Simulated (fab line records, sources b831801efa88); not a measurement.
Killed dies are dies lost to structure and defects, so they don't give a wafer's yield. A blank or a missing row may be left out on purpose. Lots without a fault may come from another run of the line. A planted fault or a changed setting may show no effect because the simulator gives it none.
A struck lot beside a sound one | flow gf180mcu | 28 steps out of a route of 602
Sound: wafers L761.2, L761.5, L761.6. Struck: wafers L765.3, L765.4, L765.6. The cause comes at the end.
At each step with rows: each side's tool, then ch and its chambers, then its first start. Under that, the readings that differ: sound wafers | struck wafers | difference of the means | sigmas: that difference in standard deviations of wafers without a fault.
alike: readings whose means differ by less than 2 such deviations, and words and numbers that are the same on both sides. not compared: withheld readings, readings that some wafer has no value for, bounds like >300 that may hide the same value, and numbers for which the record gives no deviation and whose values overlap.
The two part at a step that has a row with sigmas, a row that says differs or no value, or rows on one side only. Numbers that don't overlap but have no deviation are shown without sigmas and don't part them. A reading that every wafer of one side lacks parts them only if that side has two wafers or more.

first, 1 step without rows for these wafers: GF_VT_IMPLANT_IMPLANT_41.
GF_VT_IMPLANT_STRIP_42: strips in O2/N2.
  sound on plasma_asher-02 ch 0,1, day 9 11:29; struck on plasma_asher-03 ch 0,1, day 10 16:28
  alike: drypump_motor_current_A, heater_power_w, oes_product_au, strip_time_to_endpoint_s
  not compared: rf_hours_counter_h
GF_VT_IMPLANT_TW_MEAS_43:
  sound on film_metro-03, day 9 11:36; struck on film_metro-02, day 10 16:34
  alike: VT_IMPLANT_4_TW
then, 1 step without rows for these wafers: GF_VT_IMPLANT_CLEAN_44 (cleans in SC1/SC2, time 150 s).
GF_VT_IMPLANT_RTA_45: time 30 s.
  sound on rtp_anneal-01 ch 0, day 9 11:43; struck on rtp_anneal-01 ch 0, day 10 16:41
  alike: lamp_power_pct, wafer_temp_C_max
GF_VT_IMPLANT_RS_MEAS_46: measures by four-point-probe.
  sound on film_metro-01, day 9 11:49; struck on film_metro-01, day 10 16:47
  reading          | sound             | struck            | difference | sigmas
  MVSD_RS (ohm/sq) | 460.1 458.3 458.1 | 455.9 455.9 455.8 | -3.0       | -2
GF_VT_IMPLANT_RS_MEAS_47: measures by four-point-probe.
  sound on film_metro-01, day 9 11:56; struck on film_metro-01, day 10 16:55
  alike: NWELL_RS
GF_VT_IMPLANT_RS_MEAS_48: measures by four-point-probe.
  sound on film_metro-01, day 9 12:04; struck on film_metro-01, day 10 17:02
  alike: LVPWELL_RS
GF_VT_IMPLANT_RS_MEAS_49: measures by four-point-probe.
  sound on film_metro-01, day 9 12:11; struck on film_metro-01, day 10 17:09
  alike: MVPSD_RS
then, 3 steps without rows for these wafers: GF_VT_IMPLANT_WET_ETCH_50 (etches SiO2 in dHF, target depth 20 nm, time 400 s); GF_DUAL_GATE_CLEAN_00 (cleans in SC1/SC2, time 150 s); GF_DUAL_GATE_CLEAN_01 (cleans in dHF, time 20 s).
GF_DUAL_GATE_OXIDATION_02: stabilise 600 s, purge 300 s, target thk 10.887 nm.
  sound on furnace-01 ch 0, day 9 12:29; struck on furnace-01 ch 0, day 10 20:18
  alike: tube_center_temp_C, zone_power_upper_pct
GF_DUAL_GATE_THK_MEAS_03:
  sound on film_metro-01, day 9 13:56; struck on film_metro-01, day 10 21:46
  reading                         | sound             | struck            | difference | sigmas
  DUAL_GATE_OXIDATION_00_THK (nm) | 10.58 10.45 10.48 | 17.17 17.15 17.18 | +6.66      | +33
then, 7 steps without rows for these wafers: GF_DUAL_GATE_DEHYDRATE_04 (time 60 s); GF_DUAL_GATE_HMDS_05 (prime time 60 s); GF_DUAL_GATE_COAT_06 (resist thk 1000 nm); GF_DUAL_GATE_SOFTBAKE_07 (time 60 s); GF_DUAL_GATE_EXPOSE_08 (exposes mask Dualgate, target cd 700 nm); GF_DUAL_GATE_PEB_09; GF_DUAL_GATE_DEVELOP_10 (develop time 60 s).
GF_DUAL_GATE_OVL_MEAS_11:
  sound on overlay-02, day 10 07:42; struck on overlay-02, day 11 13:03
  alike: DUAL_GATE_OVL
then, 1 step without rows for these wafers: GF_DUAL_GATE_WET_ETCH_12 (etches SiO2 in dHF, target depth 13 nm, time 260 s).
GF_DUAL_GATE_STRIP_13: strips in O2/N2.
  sound on plasma_asher-04 ch 0,1, day 10 07:49; struck on plasma_asher-03 ch 0,1, day 11 13:11
  alike: drypump_motor_current_A, heater_power_w, oes_product_au, strip_time_to_endpoint_s
  not compared: rf_hours_counter_h
GF_DUAL_GATE_CLEAN_14: cleans in SC1/SC2, time 150 s.
  sound on wet_bench-02 ch 2, day 10 07:55; struck on wet_bench-04 ch 2, day 11 13:16
  reading                                          | sound             | struck            | difference | sigmas
  model.SiO2_of_DUAL_GATE_OXIDATION_02.thk_nm (nm) | 10.21 10.13 10.09 | 16.85 16.81 16.83 | +6.69      |
GF_DUAL_GATE_OXIDATION_15: stabilise 600 s, purge 300 s, target thk 7.098 nm.
  sound on furnace-02 ch 0, day 10 07:58; struck on furnace-02 ch 0, day 11 13:51
  reading                                          | sound             | struck           | difference | sigmas
  model.SiO2_of_DUAL_GATE_OXIDATION_02.thk_nm (nm) | 14.23 14.21 14.08 | 19.99 19.9 19.91 | +5.76      |
  alike: tube_center_temp_C, zone_power_upper_pct
then, 1 step without rows for these wafers: GF_POLY_GATE_CVD_00 (deposits poly-Si, target thk 200 nm, time 1224 s).
GF_PASSIVATION_PROBE_99:
  the record has rows for the sound wafers here (prober-02, day 31 01:58) and none for the struck ones

WHERE THEY PART
First at GF_VT_IMPLANT_RS_MEAS_46; last, within this record, at GF_PASSIVATION_PROBE_99.

WHY: what the simulator had put in
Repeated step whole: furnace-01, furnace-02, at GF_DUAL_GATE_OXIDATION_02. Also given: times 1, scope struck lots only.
